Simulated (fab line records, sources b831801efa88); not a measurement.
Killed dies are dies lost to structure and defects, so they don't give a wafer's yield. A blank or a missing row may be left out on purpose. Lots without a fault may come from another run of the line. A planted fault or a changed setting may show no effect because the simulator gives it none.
One fault seen from 2 desks | flow gf180mcu | each desk has only its own numbers; what lay behind them comes last

THE METROLOGY DESK
What the gauges read, lot by lot, whatever tool the lot ran on: means of the sampled wafers that have a number. A lot is out of limits, marked OUT, if its mean lies more than 4 standard deviations from the usual mean; the brackets give that distance.
Columns: A = cd_nm at GF_HV_LDD_CD_MEAS_31, usual 400.2 nm; B = SALICIDE_TIN_RS at GF_SALICIDE_RS_MEAS_04, usual 16.4 ohm/sq; C = SALICIDE_TIN_THK at GF_SALICIDE_THK_MEAS_05, usual 19.45 nm
lot  | first seen here | A     | B              | C
L619 | day 11 14:55    | 403.1 | 16.9           | 19.37
L621 | day 12 02:10    | 402.9 | 16.3           | 19.38
L623 | day 12 15:59    | 401.1 | 16.4           | 19.44
L626 | day 13 18:11    | 399.0 | 16.4           | 19.57
L627 | day 14 05:43    | 398.2 | 16.1           | 19.24
L633 | day 15 23:53    | 400.7 | 20.7 (+10) OUT | 6.40 (-45) OUT
L634 | day 16 12:41    | 400.6 | 21.6 (+13) OUT | 6.66 (-44) OUT
L636 | day 16 21:58    | 400.7 | 16.1           | 19.48
L637 | day 17 08:05    | 399.0 | 16.3           | 19.73
L640 | day 18 04:35    | 402.2 | 16.4           | 19.20
L641 | day 18 21:14    | 400.1 | 16.4           | 19.35
L642 | day 19 03:14    | 401.2 | 16.1           | 19.40
This desk's finding: out of limits on L633, L634; first on L633, day 20 03:41 (SALICIDE_TIN_RS at GF_SALICIDE_RS_MEAS_04). In limits: L619, L621, L623, L626, L627, L636, L637, L640, L641, L642.

THE TOOL OWNER'S DESK: pvd_sputter-02
The tool's own readings at GF_SALICIDE_SPUTTER_03 (material TiN, target thk 20 nm, time 16.4 s): means of the sampled wafers that have a number, for each lot that ran on this tool. A lot is out of limits, marked OUT, if its mean lies more than 4 standard deviations from the usual mean; the brackets give that distance.
Columns: A = throttle_valve_pct at GF_SALICIDE_SPUTTER_03, usual 30.0 %
lot  | first seen here | A
L619 | day 15 01:22    | 29.4
L633 | day 20 03:40    | 30.1
L634 | day 20 15:17    | 30.2
This desk's finding: nothing out of limits on any of the 3 lots.

PUT TOGETHER
The metrology desk could have raised an alarm at day 20 03:41, on L633, L634.
The tool owner's desk saw nothing out of limits.
The tool owner's desk has L633, L634 on record, within its limits.
Of the lots named, all ran GF_SALICIDE_SPUTTER_03 on pvd_sputter-02.

WHAT THE SIMULATOR HAD PUT IN
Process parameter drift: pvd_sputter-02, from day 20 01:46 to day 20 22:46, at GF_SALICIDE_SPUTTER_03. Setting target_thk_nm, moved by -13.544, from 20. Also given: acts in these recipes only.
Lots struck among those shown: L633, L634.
Hours from the fault's start to each desk's first reading out of limits: the metrology desk, 2.
